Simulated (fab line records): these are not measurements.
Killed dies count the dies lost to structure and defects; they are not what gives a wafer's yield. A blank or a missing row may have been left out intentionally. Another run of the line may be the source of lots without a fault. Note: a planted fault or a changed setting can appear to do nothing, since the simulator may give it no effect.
One fault through the eyes of 2 desks | flow gf180mcu | what lay behind the numbers comes last; until then each desk has only its own

== TOOL OWNER'S DESK, iline-stepper-01 ==
The tool's own readings at GF_TOP_METAL_EXPOSE_11 (exposes mask MetalTop, target cd 440 nm): means of the sampled wafers that have a number, for each lot that ran on this tool. The brackets show how far a lot's mean lies from the usual mean; more than 4 standard deviations puts the lot out of limits, marked OUT.
Columns: A = reticle-temp-C at GF_TOP_METAL_EXPOSE_11, usual 23.01 C
lot  | first seen here | A
L392 | day 27 13:20    | 22.90
L393 | day 27 21:22    | 22.93
L394 | day 28 06:10    | 23.04
L395 | day 28 16:02    | 23.00
L398 | day 29 14:49    | 22.99
L399 | day 29 19:46    | 22.96
L400 | day 30 05:31    | 23.04
L410 | day 32 20:13    | 22.86
L411 | day 33 02:38    | 23.02
Result from this desk: across the 9 lots, nothing is out of limits.

== FROM THE METROLOGY DESK ==
Lot by lot, what the gauges showed, no matter which tool ran the lot: averages of those sampled wafers that carry a number. The brackets show how far a lot's mean lies from the usual mean; more than 4 standard deviations puts the lot out of limits, marked OUT.
Columns: A = cd-nm at GF_TOP_METAL_CD_MEAS_14, usual 440.5 nm; B = TOP_METAL_OVL at GF_TOP_METAL_OVL_MEAS_15, usual 0.2 nm
lot  | first seen here | A     | B
L392 | day 27 23:10    | 439.9 | 0.5
L393 | day 28 07:11    | 438.4 | -2.4
L394 | day 28 15:55    | 436.7 | 0.1
L395 | day 29 01:05    | 441.7 | -1.3
L397 | day 29 13:44    | 437.6 | -1.0
L398 | day 29 23:40    | 441.3 | -0.7
L399 | day 30 04:37    | 438.5 | -0.1
L400 | day 30 14:16    | 436.3 | -0.3
L401 | day 31 01:05    | 443.0 | -0.3
L410 | day 33 03:55    | 442.5 | 8.5 (+5.6) OUT
L411 | day 33 10:24    | 441.7 | 7.0 (+4.6) OUT
L414 | day 34 00:26    | 442.1 | 2.9
This desk's finding: out of limits on L410, L411; first on L410, day 33 04:02 (TOP_METAL_OVL at GF_TOP_METAL_OVL_MEAS_15). L392, L393, L394, L395, L397, L398, L399, L400, L401, L414 stayed within limits.

== PUT TOGETHER ==
L410, L411 would have let the metrology desk raise an alarm at day 33 04:02.
Nothing out of limits was seen by the tool owner's desk.
On record at the tool owner's desk: L410, L411, within its limits.
Every lot named ran GF_TOP_METAL_EXPOSE_11 on iline-stepper-01.

== WHAT THE SIMULATOR PUT IN ==
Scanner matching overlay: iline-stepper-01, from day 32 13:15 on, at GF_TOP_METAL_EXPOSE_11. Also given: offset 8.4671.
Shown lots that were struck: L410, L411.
Time in hours between the start of the fault and the first out-of-limits reading at each desk: metrology desk, 15.
